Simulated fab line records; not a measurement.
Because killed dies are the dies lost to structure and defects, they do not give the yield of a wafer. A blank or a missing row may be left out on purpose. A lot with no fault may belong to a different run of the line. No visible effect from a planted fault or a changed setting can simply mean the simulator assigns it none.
What tool caused it? ; flow sky130 ; 18 wafers sampled from 6 lots at 1 step of a route of 708

WHAT THE GAUGES SHOWED, per wafer
SKY_VIA1_THK_MEAS_01.
lot;measured;on;VIA1_HDPCVD_THK (nm)
L318;day 33 08:15;film_metro-02;1007 1021 1009
L320;day 34 01:11;film_metro-04;1016 1039 1027
L323;day 35 08:56;film_metro-02;1044 1045 1043
L327;day 36 09:22;film_metro-04;1017 1020 1014
L337;day 39 02:20;film_metro-04;1035 1034 1034
L339;day 41 05:39;film_metro-04;1044 1057 1048

WHAT TOOL EACH LOT RAN ON (gives the tool, then ch and the chambers of the sampled wafers, and finally the start)
No process step before these readings appears in the record.

THE ANSWER, worked out from the rows above alone
Rule: the usual values come from the lots themselves. The widest of any qualifying gaps counts: lots, ordered by their means at a reading, are off when they make up no more than a third of the lots, leave a main group of 4 or more, and stand apart from it by 3 or more times the standard deviation of that group's means. A main group whose means are all the same, to the digits that the tables above print for the reading, isn't used. Also off: a lot with no number at a reading for which 4 or more lots have one. Where the step has rows for the other lots, those lots are counted as sound.
Across all readings shown, no lot is off: no conclusion can be drawn from this.

WHAT WAS PUT IN BY THE SIMULATOR
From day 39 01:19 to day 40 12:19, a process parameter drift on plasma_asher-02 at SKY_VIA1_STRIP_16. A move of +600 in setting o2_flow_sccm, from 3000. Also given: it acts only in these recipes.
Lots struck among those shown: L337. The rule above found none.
